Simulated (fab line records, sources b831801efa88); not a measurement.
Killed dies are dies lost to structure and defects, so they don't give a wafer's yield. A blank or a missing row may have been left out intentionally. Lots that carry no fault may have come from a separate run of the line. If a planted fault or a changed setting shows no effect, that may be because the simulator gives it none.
What tool caused it? | flow sfq_line | 42 wafers from 14 lots sampled at 4 of the route's 325 steps

## WHAT EACH GAUGE READ, for each wafer
The record holds no reading of a measuring or inspecting step that can be judged against a usual standard deviation.

## WHICH TOOL RAN EACH LOT (tool, then ch and the chambers of the sampled wafers, then the start)
lot  | SFQ_TRILAYER_JJ_CE_STRIP_STRIP_120 | SFQ_TRILAYER_M5_BARC_OPEN_METAL_ETCH_161 | SFQ_TRILAYER_I5_BARC_OPEN_VIA_ETCH_200 | SFQ_TRILAYER_I6_VIA_ETCH_VIA_ETCH_172
L110 | rie_metal-04 ch 0,1, day 50 20:57  | rie_metal-03 ch 0,1, day 51 03:35        | rie_diel-02 ch 1,3, day 62 00:39       | rie_diel-01 ch 0,1, day 70 22:36
L111 | rie_metal-04 ch 0,1, day 50 22:11  | rie_metal-01 ch 0,1, day 51 04:47        | rie_diel-01 ch 0,1,3, day 62 03:03     | rie_diel-03 ch 0,1,3, day 71 00:53
L112 | rie_metal-02 ch 0,1, day 51 02:27  | rie_metal-04 ch 0,1, day 51 06:00        | rie_diel-02 ch 0,2,3, day 62 05:27     | rie_diel-03 ch 0,1,2, day 71 05:41
L113 | rie_metal-04 ch 0,1, day 51 02:57  | rie_metal-01 ch 0,1, day 51 17:34        | rie_diel-02 ch 0,3, day 62 06:59       | rie_diel-01 ch 2,3, day 71 09:17
L114 | rie_metal-03 ch 0,1, day 53 02:59  | rie_metal-04 ch 0,1, day 58 08:48        | rie_diel-01 ch 0,1,3, day 67 19:09     | rie_diel-03 ch 0,1,2, day 73 01:01
L115 | rie_metal-03 ch 0,1, day 53 04:26  | rie_metal-03 ch 0,1, day 58 10:01        | rie_diel-01 ch 0,1,3, day 67 21:33     | rie_diel-04 ch 0,1,2, day 73 04:37
L118 | rie_metal-04 ch 0,1, day 53 09:02  | rie_metal-01 ch 0,1, day 58 19:36        | rie_diel-01 ch 0,2,3, day 68 05:48     | rie_diel-04 ch 0,1,3, day 73 19:08
L119 | rie_metal-02 ch 0,1, day 53 14:49  | rie_metal-03 ch 0,1, day 59 01:36        | rie_diel-03 ch 1,2,3, day 68 09:21     | rie_diel-03 ch 0,1,2, day 73 23:56
L120 | rie_metal-03 ch 0,1, day 54 03:07  | rie_metal-04 ch 0,1, day 59 06:25        | rie_diel-01 ch 0,1,2, day 68 11:45     | rie_diel-04 ch 1,3, day 74 09:47
L129 | rie_metal-03 ch 0,1, day 56 01:26  | rie_metal-03 ch 0,1, day 60 18:32        | rie_diel-02 ch 1,2,3, day 70 03:21     | rie_diel-04 ch 1,2, day 76 17:07
L130 | rie_metal-04 ch 0,1, day 56 12:14  | rie_metal-04 ch 1, day 61 03:04          | rie_diel-02 ch 1,2, day 70 10:33       | rie_diel-03 ch 0,2,3, day 76 18:19
L131 | rie_metal-02 ch 0,1, day 56 13:26  | rie_metal-03 ch 0,1, day 61 04:15        | rie_diel-01 ch 0,1,2, day 70 11:45     | rie_diel-01 ch 0,2,3, day 76 20:43
L132 | rie_metal-04 ch 0,1, day 56 14:50  | rie_metal-03 ch 0,1, day 61 06:40        | rie_diel-03 ch 0,2,3, day 70 12:57     | rie_diel-04 ch 0,1,3, day 78 02:35
L133 | rie_metal-02 ch 0,1, day 56 18:14  | rie_metal-04 ch 1, day 61 09:03          | rie_diel-02 ch 0,2,3, day 70 14:15     | rie_diel-03 ch 0,1, day 78 07:23
- SFQ_TRILAYER_JJ_CE_STRIP_STRIP_120: strips in O2.
- SFQ_TRILAYER_M5_BARC_OPEN_METAL_ETCH_161: etches BARC in O2, target depth 125 nm, time 41.7 s.
- SFQ_TRILAYER_I5_BARC_OPEN_VIA_ETCH_200: etches BARC in O2, target depth 125 nm, time 41.7 s.
- SFQ_TRILAYER_I6_VIA_ETCH_VIA_ETCH_172: etches SiO2 in CHF3, stops on Nb, target depth 260 nm.

## WHAT THE TOOLS THEMSELVES READ (means of the sampled wafers that have a number; where no wafer has one, the mark that the record gives instead)
SFQ_TRILAYER_JJ_CE_STRIP_STRIP_120. Usual: drypump_motor_current_A 5.7 A, standard deviation 0.42; oes_product_au 0.998 a.u., standard deviation 0.0092.
lot  | tool         | drypump_motor_current_A (A) | oes_product_au (a.u.) | flag
L110 | rie_metal-04 | 5.7                         | 0.997                 |
L111 | rie_metal-04 | 5.7                         | 0.998                 |
L112 | rie_metal-02 | 5.8                         | 0.999                 |
L113 | rie_metal-04 | 5.6                         | 0.999                 |
L114 | rie_metal-03 | 5.7                         | 0.998                 |
L115 | rie_metal-03 | 5.7                         | 0.995                 |
L118 | rie_metal-04 | 5.6                         | 1.007                 |
L119 | rie_metal-02 | 6.3                         | 0.993                 |
L120 | rie_metal-03 | 5.5                         | 1.011                 |
L129 | rie_metal-03 | 5.4                         | 1.007                 |
L130 | rie_metal-04 | 5.6                         | 0.990                 |
L131 | rie_metal-02 | 5.8                         | 0.988                 |
L132 | rie_metal-04 | 5.7                         | 0.992                 |
L133 | rie_metal-02 | 5.9                         | 0.977                 |

SFQ_TRILAYER_M5_BARC_OPEN_METAL_ETCH_161. Usual: bias_w 80.03 W, standard deviation 0.22; chamber_pressure_mTorr 10.339 mTorr, standard deviation 0.0099; drypump_motor_current_A 5.7 A, standard deviation 0.34; oes_product_au 0.685 a.u., standard deviation 0.0044.
lot  | tool         | bias_w (W) | chamber_pressure_mTorr (mTorr) | drypump_motor_current_A (A) | oes_product_au (a.u.) | flag
L110 | rie_metal-03 | 79.81      | 10.341                         | 5.4                         | 0.687                 |
L111 | rie_metal-01 | 80.18      | 10.342                         | 6.0                         | 0.688                 |
L112 | rie_metal-04 | 80.28      | 10.350                         | 5.7                         | 0.689                 |
L113 | rie_metal-01 | 80.01      | 10.343                         | 6.1                         | 0.685                 |
L114 | rie_metal-04 | 79.95      | 10.333                         | 5.7                         | 0.684                 |
L115 | rie_metal-03 | 79.95      | 10.336                         | 5.4                         | 0.683                 |
L118 | rie_metal-01 | 79.82      | 10.337                         | 6.0                         | 0.689                 |
L119 | rie_metal-03 | 79.87      | 10.335                         | 5.7                         | 0.684                 |
L120 | rie_metal-04 | 80.22      | 10.338                         | 5.6                         | 0.682                 |
L129 | rie_metal-03 | 80.13      | 10.341                         | 5.7                         | 0.682                 |
L130 | rie_metal-04 | 79.96      | 10.349                         | 5.5                         | 0.681                 |
L131 | rie_metal-03 | 79.95      | 10.338                         | 5.4                         | 0.689                 |
L132 | rie_metal-03 | 79.98      | 10.335                         | 5.7                         | 0.685                 |
L133 | rie_metal-04 | 80.26      | 10.336                         | 5.5                         | 0.683                 |

SFQ_TRILAYER_I5_BARC_OPEN_VIA_ETCH_200. Usual: bias_w 79.95 W, standard deviation 0.24; chamber_pressure_mTorr 30.000 mTorr, standard deviation 0.026; drypump_motor_current_A 5.6 A, standard deviation 0.34; oes_product_au 0.684 a.u., standard deviation 0.0044.
lot  | tool        | bias_w (W) | chamber_pressure_mTorr (mTorr) | drypump_motor_current_A (A) | oes_product_au (a.u.) | flag
L110 | rie_diel-02 | 80.10      | 29.993                         | 5.7                         | 0.682                 |
L111 | rie_diel-01 | 80.00      | 29.984                         | 5.3                         | 0.686                 |
L112 | rie_diel-02 | 80.12      | 30.014                         | 5.9                         | 0.683                 |
L113 | rie_diel-02 | 79.68      | 30.008                         | 5.9                         | 0.682                 |
L114 | rie_diel-01 | 79.87      | 29.990                         | 5.3                         | 0.682                 |
L115 | rie_diel-01 | 80.03      | 29.988                         | 5.3                         | 0.687                 |
L118 | rie_diel-01 | 80.10      | 30.016                         | 5.3                         | 0.687                 |
L119 | rie_diel-03 | 80.12      | 30.016                         | 5.9                         | 0.684                 |
L120 | rie_diel-01 | 79.89      | 30.044                         | 5.3                         | 0.690                 |
L129 | rie_diel-02 | 80.28      | 30.000                         | 5.7                         | 0.685                 |
L130 | rie_diel-02 | 79.93      | 30.005                         | 5.6                         | 0.682                 |
L131 | rie_diel-01 | 80.12      | 30.009                         | 5.3                         | 0.687                 |
L132 | rie_diel-03 | 79.83      | 29.997                         | 5.8                         | 0.683                 |
L133 | rie_diel-02 | 79.80      | 30.015                         | 5.9                         | 0.685                 |

SFQ_TRILAYER_I6_VIA_ETCH_VIA_ETCH_172. Usual: bias_w 80.04 W, standard deviation 0.21; chamber_pressure_mTorr 29.995 mTorr, standard deviation 0.026; drypump_motor_current_A 5.7 A, standard deviation 0.4; oes_product_au 0.854 a.u., standard deviation 0.0049.
lot  | tool        | bias_w (W) | chamber_pressure_mTorr (mTorr) | drypump_motor_current_A (A) | oes_product_au (a.u.) | flag
L110 | rie_diel-01 | 79.89      | 30.014                         | 5.6                         | 0.855                 |
L111 | rie_diel-03 | 80.03      | 29.999                         | 5.9                         | 0.854                 |
L112 | rie_diel-03 | 80.10      | 30.008                         | 5.8                         | 0.851                 |
L113 | rie_diel-01 | 80.11      | 30.001                         | 5.1                         | 0.853                 |
L114 | rie_diel-03 | 79.73      | 30.021                         | 5.8                         | 0.849                 |
L115 | rie_diel-04 | 79.97      | 30.008                         | 5.7                         | 0.856                 |
L118 | rie_diel-04 | 80.26      | 29.972                         | 6.2                         | 0.850                 |
L119 | rie_diel-03 | -          | -                              | -                           | -                     | OFF
L120 | rie_diel-04 | -          | -                              | -                           | -                     | OFF
L129 | rie_diel-04 | 79.90      | 29.985                         | 5.8                         | 0.854                 |
L130 | rie_diel-03 | 79.93      | 29.959                         | 5.8                         | 0.854                 |
L131 | rie_diel-01 | 80.04      | 29.982                         | 5.3                         | 0.855                 |
L132 | rie_diel-04 | 80.21      | 29.999                         | 6.2                         | 0.854                 |
L133 | rie_diel-03 | 80.20      | 30.001                         | 5.9                         | 0.857                 |

## THE ANSWER, worked out from the rows above alone
Rule: a lot counts as off when the mean over its wafers that have a number is more than 3 standard deviations away from the usual mean. A lot without any number at a reading at which 4 lots or more have one is off too. The other lots that the step has rows for count as sound. Order of review: gauges by route order, followed by the tools' own readings, for which a lot's mean as printed above is used. The first step at which some lot is off is used, and at that step the reading that is off furthest; a lot without a number counts as furthest.
Off, at SFQ_TRILAYER_I6_VIA_ETCH_VIA_ETCH_172 on bias_w: L119, L120. Without a number there: L119, L120.
A tool fits if, at that step or a process step before it, it ran every lot that is off, and no sound lot after the first of them. None of those tried fits.

## WHAT THE SIMULATOR HAD PUT IN
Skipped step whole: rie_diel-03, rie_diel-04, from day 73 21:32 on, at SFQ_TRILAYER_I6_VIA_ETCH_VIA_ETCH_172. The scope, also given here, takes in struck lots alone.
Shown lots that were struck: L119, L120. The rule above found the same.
